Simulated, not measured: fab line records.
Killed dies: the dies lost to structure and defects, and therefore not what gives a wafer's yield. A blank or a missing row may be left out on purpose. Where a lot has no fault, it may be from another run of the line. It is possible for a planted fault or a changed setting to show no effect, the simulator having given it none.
fab line records | flow sky130
[record] lots = 7 | wafers = 18 | last-day = 50
route steps=708 shown VIA1@470 METAL2@483 PAD_OPEN@708
lots with no fault: from the same line, run without faults
start-h: hours from the record's opening day to when the first of the lot's shown wafers began | wait-h: time in hours since the lot's previous step | " unchanged from the row above | L1.1+2: several wafers, shown together as one row | - no value present, or no start provided | * or withheld: withheld | < > ~ a bound
route shown NAME@n: a module of which the file shows steps, and the number in the route of the first | usual: mean/standard deviation of fault-free wafers | same: alike in all rows | chamber/n: place in a boat | sites: the reading at each site | _std_site: how widely they spread, as a standard deviation | _edge_site: the outer-site mean with the inner-site mean subtracted | radius-mm: for every site, how far away it sits from the centre of the wafer | mask NAME#n: copy n | behind: tool/chamber where the wafer was last shaped | hold: why the lot was held/for how many hours/how that ended | device: transistor that didn't switch, given as n, p or np | end of line: the route-end tests of the same wafers | a step without rows: its recipe alone | killed: count of dies lost to structure and defects at first sort (not the wafer's yield) | map: the dies of a wafer, with x for killed, . for not killed, _ for no die there
set.NAME: the setting that was run; set.NAME@STEP: the one run at that earlier step | model.NAME: the simulator's own value behind a step, which no gauge read
certain route steps with their lots: each step a table, each wafer a row
services: from which hour (start-h, from the record's first day; less than 0 if before it) a tool's chamber was out of use, for how many hours, and why
[[steps]]
[step SKY_VIA1_CD_MEAS_12]
[recipe] target-cd-nm = 150
[usual] cd-nm = 150.6/1.7
lot.wafer | tool      | chamber | start-h | wait-h | cd-nm
L732.3    | cd-sem-02 | -       | 812.93  | -      | 150.9
L732.4    | "         | -       | "       | "      | 148.5
L732.6    | "         | -       | "       | "      | 151.6
L734.2    | cd-sem-01 | -       | 832.07  | -      | 150.5
L734.5    | "         | -       | "       | "      | 150.0
L734.6    | "         | -       | "       | "      | 151.4
L738.2    | cd-sem-02 | -       | 857.37  | -      | 150.4
L738.5    | "         | -       | "       | "      | 148.9
L740.2    | cd-sem-02 | -       | 875.77  | -      | 151.0
L740.4    | "         | -       | "       | "      | 152.5
L741.2    | cd-sem-02 | -       | 883.71  | -      | 148.7
L741.4    | "         | -       | "       | "      | 150.4
L750.1    | cd-sem-01 | -       | 947.95  | -      | 147.7
L750.3    | "         | -       | "       | "      | 147.8
L750.6    | "         | -       | "       | "      | 149.0
L751.1    | cd-sem-02 | -       | 950.30  | -      | 149.1
L751.3    | "         | -       | "       | "      | 151.0
L751.6    | "         | -       | "       | "      | 149.6
[step SKY_VIA1_OVL_MEAS_13]
[usual] VIA1_OVL = -2/5.8
lot.wafer | tool       | chamber | start-h | wait-h | VIA1_OVL[nm]
L732.3    | overlay-01 | -       | 813.02  | 0.1    | 3
L732.4    | "          | -       | "       | "      | 8
L732.6    | "          | -       | "       | "      | 8
L734.2    | overlay-01 | -       | 832.18  | 0.1    | -8
L734.5    | "          | -       | "       | "      | -2
L734.6    | "          | -       | "       | "      | -9
L738.2    | overlay-01 | -       | 857.48  | 0.1    | 2
L738.5    | "          | -       | "       | "      | -3
L740.2    | overlay-01 | -       | 875.88  | 0.1    | -1
L740.4    | "          | -       | "       | "      | -8
L741.2    | overlay-01 | -       | 883.81  | 0.1    | 3
L741.4    | "          | -       | "       | "      | 0
L750.1    | overlay-02 | -       | 948.07  | 0.1    | 6
L750.3    | "          | -       | "       | "      | 7
L750.6    | "          | -       | "       | "      | 17
L751.1    | overlay-01 | -       | 950.42  | 0.1    | -6
L751.3    | "          | -       | "       | "      | -7
L751.6    | "          | -       | "       | "      | -1
[step SKY_VIA1_ETCH_14]
[recipe] chemistry = N2/H2 | target = BARC | ion-energy-ev = 200 | source-w = 500 | bias-w = 100 | pressure-mtorr = 30 | n2-flow-sccm = 100 | h2-flow-sccm = 200 | stop-on = SiO2 | time-s = 45.9 | target-depth-a = 600
[step SKY_VIA1_ETCH_15]
[recipe] target = SiO2 | chemistry = C4F8/O2/Ar | target-depth-nm = 351 | stop-on = TiN | mask-material = KrF-thick | source-w = 1500 | bias-w = 1200 | pressure-mtorr = 40 | c4f8-flow-sccm = withheld | O2_flow_sccm = 6 | Ar_flow_sccm = 300 | time-s = 54
[usual] oes-product-au = 0.982/0.006
lot.wafer | tool        | chamber | start-h | wait-h | oes-product-au | rf-hours-counter-h
L732.3    | rie-diel-02 | 1       | 813.08  | 0.0    | 0.974          | 3
L732.4    | "           | 3       | "       | "      | 0.989          | -
L732.6    | "           | 1       | "       | "      | 0.982          | -
L734.2    | rie-diel-04 | 0       | 832.25  | 0.0    | 0.989          | 14
L734.5    | "           | 3       | "       | "      | 0.985          | -
L734.6    | "           | 2       | "       | "      | 0.980          | -
L738.2    | rie-diel-03 | 0       | 857.55  | 0.0    | 0.970          | 19
L738.5    | "           | 3       | "       | "      | 0.986          | -
L740.2    | rie-diel-04 | 0       | 875.95  | 0.0    | 0.990          | 16
L740.4    | "           | 3       | "       | "      | 0.989          | 9
L741.2    | rie-diel-03 | 1       | 883.89  | 0.0    | 0.991          | 12
L741.4    | "           | 2       | "       | "      | 0.981          | 22
L750.1    | rie-diel-02 | 0       | 948.15  | 0.0    | 0.976          | 8
L750.3    | "           | 2       | "       | "      | 0.984          | 5
L750.6    | "           | 3       | "       | "      | 0.976          | -
L751.1    | rie-diel-04 | 3       | 950.50  | 0.0    | 0.983          | 11
L751.3    | "           | 2       | "       | "      | 0.985          | 21
L751.6    | "           | 2       | "       | "      | 0.975          | -
[step SKY_VIA1_STRIP_16]
[recipe] chemistry = O2/N2 | power-w = 1400 | pressure-mtorr = 1500 | platen-temp-c = withheld | o2-flow-sccm = 3000 | n2-flow-sccm = 300 | overash-fraction = 0.5
[usual] drypump-motor-current-A = 5.7/0.4 | oes-product-au = 0.415/0.0046 | strip-time-to-endpoint-s = 4.442/0.024
lot.wafer | tool            | chamber | start-h | wait-h | drypump-motor-current-A | oes-product-au | rf-hours-counter-h | strip-time-to-endpoint-s
L732.3    | plasma-asher-01 | 0       | 813.16  | 0.1    | 5.3                     | 0.411          | -                  | 4.472
L732.4    | "               | 1       | "       | "      | 6.2                     | 0.416          | -                  | 4.479
L732.6    | "               | 1       | "       | "      | 6.2                     | 0.415          | -                  | 4.474
L734.2    | plasma-asher-01 | 1       | 832.30  | 0.0    | 6.2                     | 0.416          | 72                 | 4.428
L734.5    | "               | 0       | "       | "      | 5.3                     | 0.414          | -                  | 4.422
L734.6    | "               | 1       | "       | "      | 6.2                     | 0.410          | -                  | 4.447
L738.2    | plasma-asher-03 | 0       | 857.60  | 0.0    | 5.7                     | 0.426          | 104                | 4.478
L738.5    | "               | 1       | "       | "      | 5.6                     | 0.414          | -                  | 4.436
L740.2    | plasma-asher-03 | 0       | 876.00  | 0.0    | 5.7                     | 0.407          | 106                | 4.420
L740.4    | "               | 1       | "       | "      | 5.6                     | 0.414          | -                  | 4.460
L741.2    | plasma-asher-03 | 0       | 883.93  | 0.0    | 5.7                     | 0.414          | 106                | 4.429
L741.4    | "               | 1       | "       | "      | 5.6                     | 0.408          | -                  | 4.481
L750.1    | plasma-asher-01 | 1       | 948.20  | 0.0    | 6.2                     | 0.417          | 84                 | 4.423
L750.3    | "               | 0       | "       | "      | 5.3                     | 0.415          | -                  | 4.440
L750.6    | "               | 1       | "       | "      | 6.2                     | 0.419          | -                  | 4.421
L751.1    | plasma-asher-02 | 1       | 950.55  | 0.0    | 5.1                     | 0.417          | 21                 | 4.411
L751.3    | "               | 0       | "       | "      | 6.3                     | 0.411          | -                  | 4.444
L751.6    | "               | 1       | "       | "      | 5.1                     | 0.411          | -                  | 4.432
[step SKY_VIA1_STRIP_17]
[recipe] chemistry = post-etch-residue-remover | time-s = 1200 | temp-c = 72.5
[step SKY_VIA1_CLEAN_18]
[recipe] chemistry = IPA | time-s = 180 | temp-c = 25
[step SKY_VIA1_CLEAN_19]
[recipe] chemistry = O3/DIW | dry = n2-spin
[step SKY_VIA1_SPUTTER_20]
[recipe] material = TiN | target-thk-nm = 20 | chamber-pressure-pa = 5 | power-w = 4000 | time-s = 80
[usual] throttle-valve-pct = 29.6/1.2
lot.wafer | tool           | chamber | start-h | wait-h | throttle-valve-pct
L732.3    | pvd-sputter-02 | -       | 813.73  | 0.0    | 29.8
L732.4    | "              | -       | "       | "      | 28.4
L732.6    | "              | -       | "       | "      | 28.0
L734.2    | pvd-sputter-02 | -       | 832.89  | 0.0    | 27.4
L734.5    | "              | -       | "       | "      | 27.4
L734.6    | "              | -       | "       | "      | 30.4
L738.2    | pvd-sputter-02 | -       | 858.19  | 0.0    | 30.2
L738.5    | "              | -       | "       | "      | 28.2
L740.2    | pvd-sputter-02 | -       | 876.63  | 0.0    | 29.6
L740.4    | "              | -       | "       | "      | 28.0
L741.2    | pvd-sputter-04 | -       | 884.53  | 0.0    | 28.8
L741.4    | "              | -       | "       | "      | 29.8
L750.1    | pvd-sputter-02 | -       | 948.79  | 0.0    | 27.3
L750.3    | "              | -       | "       | "      | 30.0
L750.6    | "              | -       | "       | "      | 30.3
L751.1    | pvd-sputter-04 | -       | 951.14  | 0.0    | 28.8
L751.3    | "              | -       | "       | "      | 30.3
L751.6    | "              | -       | "       | "      | 30.5
[step SKY_VIA1_CVD_21]
[recipe] material = W | target-thk-nm = 270 | time-s = 80.902 | temp-c = 400 | pressure-torr = 40
[usual] heater-power-w = 831/49
lot.wafer | tool     | chamber | start-h | wait-h | heater-power-w
L732.3    | cvd-w-01 | 0       | 813.82  | 0.1    | 784
L732.4    | "        | 1       | "       | "      | 891
L732.6    | "        | 1       | "       | "      | 883
L734.2    | cvd-w-01 | 0       | 832.95  | 0.0    | 759
L734.5    | "        | 0       | "       | "      | 753
L734.6    | "        | 1       | "       | "      | 850
L738.2    | cvd-w-01 | 1       | 858.25  | 0.0    | 871
L738.5    | "        | 1       | "       | "      | 868
L740.2    | cvd-w-02 | 0       | 876.69  | 0.0    | 890
L740.4    | "        | 1       | "       | "      | 847
L741.2    | cvd-w-01 | 0       | 884.59  | 0.0    | 764
L741.4    | "        | 0       | "       | "      | 785
L750.1    | cvd-w-02 | 1       | 948.85  | 0.0    | 841
L750.3    | "        | 0       | "       | "      | 806
L750.6    | "        | 1       | "       | "      | 838
L751.1    | cvd-w-01 | 0       | 951.20  | 0.0    | 777
L751.3    | "        | 1       | "       | "      | 858
L751.6    | "        | 1       | "       | "      | 868
[step SKY_VIA1_RS_MEAS_22]
[recipe] thk-meas-gauge = four-point-probe | reads = W_of_VIA1_CVD_21+TiN_of_VIA1_SPUTTER_20
[usual] VIA1_W_RS = 0.428/0.0052
lot.wafer | tool          | chamber | start-h | wait-h | VIA1_W_RS[ohm/sq]
L732.3    | film-metro-02 | -       | 813.92  | 0.1    | 0.422
L732.4    | "             | -       | "       | "      | 0.429
L732.6    | "             | -       | "       | "      | 0.432
L734.2    | film-metro-01 | -       | 833.07  | 0.1    | 0.431
L734.5    | "             | -       | "       | "      | 0.427
L734.6    | "             | -       | "       | "      | 0.431
L738.2    | film-metro-01 | -       | 858.36  | 0.1    | 0.428
L738.5    | "             | -       | "       | "      | 0.424
L740.2    | film-metro-02 | -       | 876.80  | 0.1    | 0.439
L740.4    | "             | -       | "       | "      | 0.425
L741.2    | film-metro-02 | -       | 884.70  | 0.1    | 0.431
L741.4    | "             | -       | "       | "      | 0.430
L750.1    | film-metro-02 | -       | 948.94  | 0.1    | 0.418
L750.3    | "             | -       | "       | "      | 0.431
L750.6    | "             | -       | "       | "      | 0.421
L751.1    | film-metro-03 | -       | 951.29  | 0.1    | 0.423
L751.3    | "             | -       | "       | "      | 0.427
L751.6    | "             | -       | "       | "      | 0.428
[step SKY_VIA1_THK_MEAS_23]
[recipe] thk-meas-gauge = xrf | reads = W_of_VIA1_CVD_21
[usual] VIA1_W_THK = 267/3.7
lot.wafer | tool          | chamber | start-h | wait-h | VIA1_W_THK[nm]
L732.3    | film-metro-02 | -       | 814.02  | 0.1    | 271
L732.4    | "             | -       | "       | "      | 266
L732.6    | "             | -       | "       | "      | 264
L734.2    | film-metro-01 | -       | 833.18  | 0.1    | 264
L734.5    | "             | -       | "       | "      | 267
L734.6    | "             | -       | "       | "      | 263
L738.2    | film-metro-01 | -       | 858.47  | 0.1    | 268
L738.5    | "             | -       | "       | "      | 270
L740.2    | film-metro-02 | -       | 876.91  | 0.1    | 259
L740.4    | "             | -       | "       | "      | 267
L741.2    | film-metro-02 | -       | 884.81  | 0.1    | 264
L741.4    | "             | -       | "       | "      | 265
L750.1    | film-metro-02 | -       | 949.06  | 0.1    | 275
L750.3    | "             | -       | "       | "      | 266
L750.6    | "             | -       | "       | "      | 271
L751.1    | film-metro-03 | -       | 951.41  | 0.1    | 269
L751.3    | "             | -       | "       | "      | 266
L751.6    | "             | -       | "       | "      | 268
[step SKY_VIA1_CMP_24]
[recipe] stop-on = SiO2 | t-overpolish-s = 15 | down-force-psi = 3.5 | platen-rpm = 60 | target-thk-nm = 0 | pad-velocity-m-s = 0.94248
[usual] motor-current-A = 11.0/0.88 | overpolish-run-s = 14.999/0.009 | retaining-ring-pressure-frac = 0.999/0.0044 | time-to-endpoint-s = 67/3.7
[same] t-overpolish-s = 15
lot.wafer | tool   | chamber | start-h | wait-h | motor-current-A | overpolish-run-s | retaining-ring-pressure-frac | time-to-endpoint-s
L732.3    | cmp-01 | 0       | 814.11  | 0.1    | 10.8            | 15.002           | 1.001                        | 63
L732.4    | "      | 2       | "       | "      | 11.3            | 14.995           | 1.000                        | 64
L732.6    | "      | 3       | "       | "      | 9.9             | 14.999           | 0.997                        | 61
L734.2    | cmp-01 | 1       | 833.38  | 0.2    | 13.0            | 15.006           | 1.002                        | 66
L734.6    | "      | 2       | "       | "      | 11.8            | 14.998           | 0.999                        | 65
L734.5    | "      | 3       | "       | "      | 10.0            | 15.003           | 0.996                        | 64
L738.2    | cmp-01 | 0       | 858.57  | 0.1    | 10.9            | 0.043            | 1.000                        | 105
L738.5    | "      | 0       | "       | "      | 10.5            | 0.031            | 0.999                        | 105
L740.2    | cmp-01 | 1       | 877.01  | 0.1    | 12.6            | 0.042            | 1.002                        | 102
L740.4    | "      | 2       | "       | "      | 11.9            | 15.009           | 0.998                        | 69
L741.4    | cmp-01 | 2       | 884.99  | 0.1    | 11.5            | 14.988           | 1.006                        | 66
L741.2    | "      | 1       | "       | "      | 13.3            | 0.036            | 0.996                        | 104
L750.1    | cmp-01 | 0       | 949.17  | 0.1    | 10.9            | 14.988           | 1.005                        | 66
L750.3    | "      | 1       | "       | "      | 12.3            | 15.005           | 1.005                        | 71
L750.6    | "      | 3       | "       | "      | 10.0            | 15.005           | 0.996                        | 68
L751.3    | cmp-01 | 0       | 951.47  | 0.0    | 10.9            | 14.992           | 0.996                        | 67
L751.1    | "      | 3       | "       | "      | 10.4            | 14.994           | 0.996                        | 67
L751.6    | "      | 0       | "       | "      | 11.0            | 14.993           | 0.991                        | 69
[step SKY_METAL2_SPUTTER_00]
[recipe] material = Ti | target-thk-nm = 15 | power-w = 3000 | time-s = 10 | chamber-pressure-pa = 0.4
[usual] throttle-valve-pct = 30.3/0.85
lot.wafer | tool           | chamber | start-h | wait-h | throttle-valve-pct
L732.3    | pvd-sputter-04 | -       | 814.36  | 0.2    | 29.8
L732.4    | "              | -       | "       | "      | 30.8
L732.6    | "              | -       | "       | "      | 30.9
L734.2    | pvd-sputter-01 | -       | 833.53  | 0.1    | 30.7
L734.5    | "              | -       | "       | "      | 32.1
L734.6    | "              | -       | "       | "      | 30.0
L740.4    | pvd-sputter-01 | -       | 877.26  | 0.1    | 31.0
L741.4    | pvd-sputter-03 | -       | 885.29  | 0.2    | 30.4
L750.1    | pvd-sputter-01 | -       | 949.42  | 0.2    | 29.7
L750.3    | "              | -       | "       | "      | 31.1
L750.6    | "              | -       | "       | "      | 30.9
L751.1    | pvd-sputter-03 | -       | 951.77  | 0.1    | 30.9
L751.3    | "              | -       | "       | "      | 29.3
L751.6    | "              | -       | "       | "      | 31.0
[step SKY_PAD_OPEN_PROBE_99]
[usual] defect-limited-yield = 82.6/1.8 | killed_at_M0_to_M3 = 43/6.5 | killed_at_M4_up = 3.1/1.8 | killed-at-contacts = 24/5.6 | killed-at-front-end = 15/4.2 | killed-at-other = 0.3/0.5 | killed-dies = 86/8.9 | killed-on-rim = 17/4.3 | killed-open = 47/6.9 | killed-short = 39/5.9 | sort_bin_3_pad_short = 0.9/0.39 | sort_bin_5_function = 10.4/1.6 | sort_bin_6_memory = 6.2/1 | sort-n-pass = 406/8.9 | sort-yield-pct = 82.6/1.8
[same] gross-dies = 492 | killed-at-back-side = 0 | sort_bin_4_leakage[%] = 0 | sort_bin_8_speed[%] = 0
lot.wafer | tool      | chamber | start-h | wait-h | defect-limited-yield[%] | killed_at_M0_to_M3 | killed_at_M4_up | killed-at-contacts | killed-at-front-end | killed-at-other | killed-dies | killed-on-rim | killed-open | killed-short | sort_bin_3_pad_short[%] | sort_bin_5_function[%] | sort_bin_6_memory[%] | sort-n-pass | sort-yield-pct[%]
L734.2    | prober-01 | -       | 1104.77 | 0.1    | 84.3                    | 40                 | 3               | 24                 | 9                   | 1               | 77          | 17            | 45          | 32           | 1.0                     | 8.7                    | 5.9                  | 415         | 84.3
L734.5    | prober-01 | -       | 1104.92 | 0.2    | 85.2                    | 32                 | 2               | 23                 | 16                  | 0               | 73          | 19            | 47          | 26           | 0.4                     | 8.7                    | 5.7                  | 419         | 85.2
L734.6    | prober-01 | -       | 1104.97 | 0.2    | 83.5                    | 38                 | 2               | 25                 | 16                  | 0               | 81          | 13            | 41          | 40           | 0.4                     | 11.2                   | 4.9                  | 411         | 83.5
L738.2    | prober-01 | -       | 1126.09 | 0.1    | 0                       | 455                | 6               | 16                 | 15                  | 0               | 492         | 96            | 37          | 37           | 85.4                    | 8.9                    | 5.7                  | 0           | 0
L738.5    | prober-01 | -       | 1126.24 | 0.2    | 0                       | 455                | 4               | 18                 | 14                  | 1               | 492         | 96            | 45          | 35           | 84.6                    | 9.1                    | 6.3                  | 0           | 0
L740.2    | prober-01 | -       | 1136.65 | 0.1    | 0                       | 442                | 3               | 30                 | 17                  | 0               | 492         | 96            | 53          | 48           | 80.7                    | 12.6                   | 6.7                  | 0           | 0
L740.4    | prober-01 | -       | 1136.75 | 0.2    | 82.7                    | 36                 | 1               | 26                 | 21                  | 1               | 85          | 18            | 45          | 40           | 0.6                     | 10.0                   | 6.7                  | 407         | 82.7
L741.2    | prober-02 | -       | 1145.33 | 0.1    | 0                       | 458                | 6               | 19                 | 9                   | 0               | 492         | 96            | 41          | 41           | 85.0                    | 10.4                   | 4.7                  | 0           | 0
L741.4    | prober-02 | -       | 1145.43 | 0.2    | 80.5                    | 54                 | 0               | 24                 | 17                  | 1               | 96          | 23            | 64          | 32           | 1.0                     | 12.2                   | 6.3                  | 396         | 80.5
L751.1    | prober-02 | -       | 1190.41 | 0.1    | 81.1                    | 46                 | 1               | 35                 | 11                  | 0               | 93          | 19            | 51          | 42           | 0.8                     | 12.2                   | 5.9                  | 399         | 81.1
L751.3    | prober-02 | -       | 1190.51 | 0.2    | 78.5                    | 52                 | 2               | 35                 | 16                  | 1               | 106         | 11            | 47          | 59           | 1.4                     | 11.6                   | 8.5                  | 386         | 78.5
L751.6    | prober-02 | -       | 1190.66 | 0.2    | 81.9                    | 38                 | 1               | 32                 | 17                  | 1               | 89          | 19            | 52          | 37           | 0.8                     | 11.2                   | 6.1                  | 403         | 81.9
// killed by level:class
L734.2 LI_CONTACT:geometric-particle:open=13 VIA1:geometric-particle:open=8 CONTACT:geometric-particle:open=6 VIA3:geometric-particle:open=6 VIA2:geometric-particle:short=5 METAL1:geometric-particle:short=4 LI_CONTACT:geometric-particle:short=3 METAL2:geometric-particle:short=3
L734.5 VIA3:geometric-particle:open=10 LI_CONTACT:geometric-particle:open=7 FIELD_ISO:geometric-particle:open=6 CONTACT:geometric-particle:open=6 VIA2:geometric-particle:open=6 LI_CONTACT:geometric-particle:short=4 METAL1:geometric-particle:short=4 VIA1:geometric-particle:open=4
L734.6 LI_CONTACT:geometric-particle:open=9 VIA1:geometric-particle:open=7 VIA2:geometric-particle:open=7 FIELD_ISO:geometric-particle:short=6 VIA3:geometric-particle:short=6 FIELD_ISO:geometric-particle:open=5 CONTACT:geometric-particle:open=5 METAL2:geometric-particle:short=4
L738.2 VIA1:area-cmp=418 VIA1:geometric-particle:open=12 CONTACT:geometric-particle:open=6 FIELD_ISO:geometric-particle:short=5 LI_CONTACT:geometric-particle:open=5 VIA1:geometric-particle:short=5 VIA3:geometric-particle:open=5 METAL4:geometric-particle:short=5
L738.5 VIA1:area-cmp=412 VIA1:geometric-particle:open=11 VIA2:geometric-particle:open=9 FIELD_ISO:geometric-particle:short=8 CONTACT:geometric-particle:open=7 LI_CONTACT:geometric-particle:open=6 METAL3:geometric-particle:short=5 METAL2:geometric-particle:short=4
L740.2 VIA1:area-cmp=391 CONTACT:geometric-particle:open=16 POLY_GATE:geometric-particle:open=9 VIA2:geometric-particle:short=9 VIA1:geometric-particle:short=7 VIA3:geometric-particle:open=7 LI_CONTACT:geometric-particle:short=6 METAL2:geometric-particle:short=6
L740.4 VIA2:geometric-particle:open=11 CONTACT:geometric-particle:open=6 CONTACT:geometric-particle:short=5 POLY_GATE:geometric-particle:short=5 POLY_GATE:geometric-particle:open=5 LI_CONTACT:geometric-particle:open=5 LOCAL_INTERCONNECT:geometric-particle:short=5 FIELD_ISO:geometric-particle:open=4
L741.2 VIA1:area-cmp=410 CONTACT:geometric-particle:open=9 VIA3:geometric-particle:open=8 VIA1:geometric-particle:open=7 METAL2:geometric-particle:short=7 VIA2:geometric-particle:open=6 VIA2:geometric-particle:short=5 LI_CONTACT:geometric-particle:open=4
L741.4 VIA1:geometric-particle:open=17 VIA2:geometric-particle:open=10 CONTACT:geometric-particle:open=8 LI_CONTACT:geometric-particle:open=8 FIELD_ISO:geometric-particle:open=7 METAL2:geometric-particle:short=6 VIA3:geometric-particle:open=6 METAL1:geometric-particle:short=5
L751.1 CONTACT:geometric-particle:open=12 LI_CONTACT:geometric-particle:open=8 METAL2:geometric-particle:short=8 VIA1:geometric-particle:open=8 VIA2:geometric-particle:open=8 LOCAL_INTERCONNECT:geometric-particle:short=7 CONTACT:geometric-particle:short=6 VIA1:geometric-particle:short=5
L751.3 CONTACT:geometric-particle:open=14 METAL2:geometric-particle:short=9 VIA1:geometric-particle:short=9 LI_CONTACT:geometric-particle:open=8 CONTACT:geometric-particle:short=8 VIA1:geometric-particle:open=7 POLY_GATE:geometric-particle:short=7 VIA3:geometric-particle:open=5
L751.6 VIA1:geometric-particle:open=12 CONTACT:geometric-particle:open=11 LI_CONTACT:geometric-particle:open=10 CONTACT:geometric-particle:short=8 METAL2:geometric-particle:short=5 VIA2:geometric-particle:open=5 POLY_CUT:geometric-particle:open=4 VIA3:geometric-particle:open=4
// map L738.2 (x killed, . not)
__________xxxxxxxxxx_________
________xxxxxxxxxxxxxx_______
______xxxxxxxxxxxxxxxxxx_____
_____xxxxxxxxxxxxxxxxxxxx____
____xxxxxxxxxxxxxxxxxxxxxx___
___xxxxxxxxxxxxxxxxxxxxxxxx__
__xxxxxxxxxxxxxxxxxxxxxxxxxx_
_xxxxxxxxxxxxxxxxxxxxxxxxxxxx
_xxxxxxxxxxxxxxxxxxxxxxxxxxxx
_xxxxxxxxxxxxxxxxxxxxxxxxxxxx
_xxxxxxxxxxxxxxxxxxxxxxxxxxxx
_xxxxxxxxxxxxxxxxxxxxxxxxxxxx
_xxxxxxxxxxxxxxxxxxxxxxxxxxxx
_xxxxxxxxxxxxxxxxxxxxxxxxxxxx
_xxxxxxxxxxxxxxxxxxxxxxxxxxxx
__xxxxxxxxxxxxxxxxxxxxxxxxxx_
___xxxxxxxxxxxxxxxxxxxxxxxx__
____xxxxxxxxxxxxxxxxxxxxxx___
_____xxxxxxxxxxxxxxxxxxxx____
______xxxxxxxxxxxxxxxxxx_____
________xxxxxxxxxxxxxx_______
__________xxxxxxxxxx_________
// map L740.2 (x killed, . not)
__________xxxxxxxxxx_________
________xxxxxxxxxxxxxx_______
______xxxxxxxxxxxxxxxxxx_____
_____xxxxxxxxxxxxxxxxxxxx____
____xxxxxxxxxxxxxxxxxxxxxx___
___xxxxxxxxxxxxxxxxxxxxxxxx__
__xxxxxxxxxxxxxxxxxxxxxxxxxx_
_xxxxxxxxxxxxxxxxxxxxxxxxxxxx
_xxxxxxxxxxxxxxxxxxxxxxxxxxxx
_xxxxxxxxxxxxxxxxxxxxxxxxxxxx
_xxxxxxxxxxxxxxxxxxxxxxxxxxxx
_xxxxxxxxxxxxxxxxxxxxxxxxxxxx
_xxxxxxxxxxxxxxxxxxxxxxxxxxxx
_xxxxxxxxxxxxxxxxxxxxxxxxxxxx
_xxxxxxxxxxxxxxxxxxxxxxxxxxxx
__xxxxxxxxxxxxxxxxxxxxxxxxxx_
___xxxxxxxxxxxxxxxxxxxxxxxx__
____xxxxxxxxxxxxxxxxxxxxxx___
_____xxxxxxxxxxxxxxxxxxxx____
______xxxxxxxxxxxxxxxxxx_____
________xxxxxxxxxxxxxx_______
__________xxxxxxxxxx_________
[[services]]
tool            | chamber | start-h | hours | kind
plasma-asher-03 | -       | 803.68  | 15.6  | repair
rie-diel-02     | 0       | 811.91  | 2.8   | repair
rie-diel-04     | 2       | 812.05  | 1.5   | repair
pvd-sputter-02  | -       | 812.37  | 0.5   | repair
cmp-01          | -       | 824.60  | 0.7   | repair
pvd-sputter-01  | -       | 863.33  | 0.8   | repair
cvd-w-02        | 1       | 865.42  | 2.9   | repair
rie-diel-03     | 2       | 880.46  | 2.4   | repair
cvd-w-01        | 1       | 888.85  | 3.1   | repair
plasma-asher-03 | -       | 890.27  | 4.5   | repair
plasma-asher-03 | -       | 903.29  | 0.5   | repair
cvd-w-02        | -       | 904.00  | 14.0  | pm
cvd-w-02        | 0       | 904.00  | 14.0  | vent-cycle
plasma-asher-02 | -       | 908.50  | 3.0   | repair
rie-diel-02     | -       | 911.60  | 2.8   | pm
cmp-01          | -       | 912.15  | 4.0   | pm
cmp-01          | -       | 916.15  | -     | consumable-replace:conditioner
cmp-01          | -       | 916.15  | -     | consumable-replace:pad
rie-diel-03     | -       | 923.75  | 27.5  | repair
plasma-asher-03 | -       | 925.76  | 0.8   | repair
cmp-01          | -       | 929.78  | 1.9   | repair
plasma-asher-01 | -       | 939.41  | 0.7   | repair
cmp-01          | -       | 941.95  | 0.9   | repair
rie-diel-04     | 0       | 942.80  | 4.1   | repair
[[key]]
[first-sign] step = SKY_VIA1_CMP_24 | reading = overpolish-run-s | direction = down | sigmas = 99+ | usual = 14.999 | struck = 0.038
[effect] step = SKY_VIA1_CMP_24 | reading = time-to-endpoint-s | direction = up | sigmas = 10 | usual = * | struck = *
[effect] step = SKY_PAD_OPEN_PROBE_99 | reading = sort_bin_3_pad_short | direction = up | sigmas = 99+ | usual = 0.9 | struck = 83.9
[more-kills-born-at] SKY_VIA1_CMP_24@cmp-01 = 1631
met-at SKY_VIA1_CMP_24
struck-wafers L738.2,L738.5,L740.2,L741.2
later-rows-left-out L738.2,L738.5,L740.2,L741.2
onset-between 833.38 858.57
[fault] kind = process-parameter-drift | tool = cmp-01 | chamber = - | onset-h = 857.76 | steps = SKY_VIA1_CMP_24 | channel = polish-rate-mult | offset = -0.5 | shape = step | end-h = 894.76 | scope = struck-wafers-only
// later-rows-left-out: the simulator's readings of these wafers behind a module that went badly wrong aren't trusted and aren't shown, but for the sort
